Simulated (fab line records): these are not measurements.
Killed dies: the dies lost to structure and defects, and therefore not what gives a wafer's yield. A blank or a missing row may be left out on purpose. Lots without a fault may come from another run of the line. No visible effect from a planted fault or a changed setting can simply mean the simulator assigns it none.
Struck lot and sound lot, side by side	flow sky130	35 out of 708 route steps
Sound: wafers L570.4, L570.5, L570.6. Struck: wafer L583.2; the same lot's L583.1 was not struck, so it is left out; see the end for the cause.
Each step with rows lists, per side, the tool, then ch with its chambers, then its first start. Under that, the readings that differ: sound wafers	struck wafers	difference of the means	sigmas: that difference in standard deviations of wafers without a fault.
alike: same words and numbers on both sides, and readings whose means sit less than 2 such deviations apart. not compared: any withheld reading, any reading some wafer has no value for, any bound like >300 that may hide the same value, and any number with overlapping values for which the record gives no deviation.
Wherever a step has rows on one side only, a row that says differs or no value, or a row with sigmas, the two part there. Numbers that don't overlap but have no deviation are shown without sigmas and don't part them. A reading that every wafer of one side lacks parts them only if that side has two wafers or more.

SKY_METAL3_CD_MEAS_13: the cd target is 300 nm.
  sound on cdSem-02 at day 41 01:44; struck on cdSem-02 at day 43 16:56
  alike: cdNm
SKY_METAL3_OVL_MEAS_14:
  sound on overlay-01 at day 41 01:49; struck on overlay-02 at day 43 17:03
  alike: METAL3_OVL
then, 2 steps without rows for these wafers: SKY_METAL3_DESCUM_15 (chemistry O2, time 8 s); SKY_METAL3_ETCH_16 (etches BARC in N2/H2, stops on SiO2, time 88.2 s, target depth 60 nm).
SKY_METAL3_ETCH_17: etches SiO2 in C4F8/O2/Ar, stops on TiN, time 3.9 s, target depth 15 nm.
  sound on rieDiel-01 ch 1,2,3, day 41 01:58; struck on rieDiel-01 ch 0, day 43 17:13
  alike: oesProductAu
  not compared: rfHoursCounterH
then, 6 steps without rows for these wafers: SKY_METAL3_METAL_ETCH_18 (etches the open film in Cl2/BCl3, stops on SiO2, target depth 845 nm, time 183.1 s); SKY_METAL3_STRIP_19 (strips in O2/N2); SKY_METAL3_STRIP_20 (strips in post etch residue remover, time 1200 s); SKY_METAL3_CLEAN_21 (cleans in IPA, time 180 s); SKY_METAL3_CLEAN_22 (cleans in O3/DIW); SKY_VIA3_HDPCVD_00 (deposits SiO2, target thk 1635 nm, time 272.5 s).
SKY_VIA3_THK_MEAS_01:
  sound on filmMetro-03 at day 41 02:58; struck on filmMetro-01 at day 43 18:10
reading	sound	struck	difference	sigmas
VIA3_HDPCVD_THK (nm)	1643 1656 1653	1597	-54	-3
SKY_VIA3_CMP_02: polishes SiO2.
  sound on cmp-01 ch 0,1,2, day 41 03:09; struck on cmp-02 ch 1, day 43 18:22
reading	sound	struck	difference	sigmas
motorCurrentA (A)	11.3 11.1 11.8	14.0	+2.6	+2
model.SiO2_of_VIA3_HDPCVD_00.thkNm (nm)	465.7 465.8 464.8	863	+398	
SKY_VIA3_BOW_MEAS_03:
  sound on filmMetro-01 at day 41 03:22; struck on filmMetro-02 at day 43 18:40
reading	sound	struck	difference	sigmas
VIA3_BOW (um)	80 85 86	99	+15	+2
then, 8 steps without rows for these wafers: SKY_VIA3_DEHYDRATE_04 (time 60 s); SKY_VIA3_HMDS_05 (prime time 60 s); SKY_VIA3_COAT_06 (resist thk 60 nm); SKY_VIA3_COAT_07 (resist thk 450 nm); SKY_VIA3_SOFTBAKE_08 (time 90 s); SKY_VIA3_EXPOSE_09 (exposes mask VIM3, target cd 200 nm); SKY_VIA3_PEB_10; SKY_VIA3_DEVELOP_11 (develop time 60 s).
SKY_VIA3_CD_MEAS_12: the cd target is 200 nm.
  sound on cdSem-02 at day 42 02:44; struck on cdSem-01 at day 44 17:04
  alike: cdNm
SKY_VIA3_OVL_MEAS_13:
  sound on overlay-01 at day 42 02:49; struck on overlay-02 at day 44 17:11
  alike: VIA3_OVL
SKY_VIA3_ETCH_14: etches BARC in N2/H2, stops on SiO2, time 45.9 s, target depth 60 nm.
  sound on rieDiel-04 ch 2,3, day 42 02:50; struck on rieDiel-01 ch 1, day 44 17:13
reading	sound	struck	difference	sigmas
drypumpMotorCurrentA (A)	5.9 5.6 5.9	6.6	+0.8	+2
  alike: oesProductAu, throttleValvePct
  not compared: rfHoursCounterH
SKY_VIA3_ETCH_15: etches SiO2 in C4F8/O2/Ar, stops on TiN, target depth 507 nm, time 78 s.
  sound on rieDiel-04 ch 2,3, day 42 02:53; struck on rieDiel-01 ch 1, day 44 17:16
reading	sound	struck	difference	sigmas
oesProductAu (a.u.)	0.951 0.948 0.946	1.012	+0.064	+14
model.etch.depthNm (nm)	465.7 465.8 464.8	510.7	+45.3	
model.VIA3.featureDepthNm (nm)	465.7 465.8 464.8	510.7	+45.3	
  not compared: rfHoursCounterH
then, 4 steps without rows for these wafers: SKY_VIA3_STRIP_16 (strips in O2/N2); SKY_VIA3_STRIP_17 (strips in post etch residue remover, time 1200 s); SKY_VIA3_CLEAN_18 (cleans in IPA, time 180 s); SKY_VIA3_CLEAN_19 (cleans in O3/DIW).
SKY_VIA3_SPUTTER_20: material TiN, target thk 20 nm, time 80 s.
  sound on pvdSputter-02 at day 42 03:34; struck on pvdSputter-01 at day 44 17:55
  alike: throttleValvePct
SKY_VIA3_CVD_21: deposits W, target thk 390 nm, time 117.31 s.
  sound on cvdW-01 ch 0,1, day 42 03:38; struck on cvdW-01 ch 0, day 44 17:59
  alike: heaterPowerW
SKY_VIA3_CMP_24: polishes, stops on SiO2, t overpolish 20 s, target thk 0 nm.
  sound on cmp-01 ch 0,1,2, day 42 04:02; struck on cmp-02 ch 0, day 44 18:20
reading	sound	struck	difference	sigmas
model.SiO2_of_VIA3_HDPCVD_00.thkNm (nm)	461.3 461.4 460.4	858.6	+397.6	
  alike: motorCurrentA
SKY_METAL4_SPUTTER_00: material Ti, target thk 15 nm, time 10 s.
  sound wafers here have rows in the record (pvdSputter-01, day 42 04:11); struck ones have none
-- the record jumps here: 5 days lie between the struck wafers' starts before and after (it left off in module METAL4 and takes up again in module PAD_OPEN, whose first step shown is number 708 of the route) --
SKY_PAD_OPEN_PROBE_99:
  sound on prober-02 at day 47 22:58; struck on prober-02 at day 50 00:52
reading	sound	struck	difference	sigmas
defectLimitedYield (%)	79.7 83.1 81.3	0	-81	-43
killed_at_M0_to_M3	43 37 43	444	+403	+59
killedDies	100 83 92	492	+400	+42
killedOnRim	21 18 27	96	+74	+21
sort_bin_5_function (%)	12.2 8.7 10.8	93.1	+82.5	+55
sortNPass	392 409 400	0	-400	-42
sortYieldPct (%)	79.7 83.1 81.3	0	-81	-43
  alike: killed_at_M4_up, killedAtContacts, killedAtFrontEnd, killedAtOther, killedOpen, killedShort, sort_bin_3_pad_short, sort_bin_6_memory

## WHERE THEY PART
Earliest at SKY_VIA3_THK_MEAS_01; latest, in this record, at SKY_PAD_OPEN_PROBE_99.

WHY: what the simulator had put in
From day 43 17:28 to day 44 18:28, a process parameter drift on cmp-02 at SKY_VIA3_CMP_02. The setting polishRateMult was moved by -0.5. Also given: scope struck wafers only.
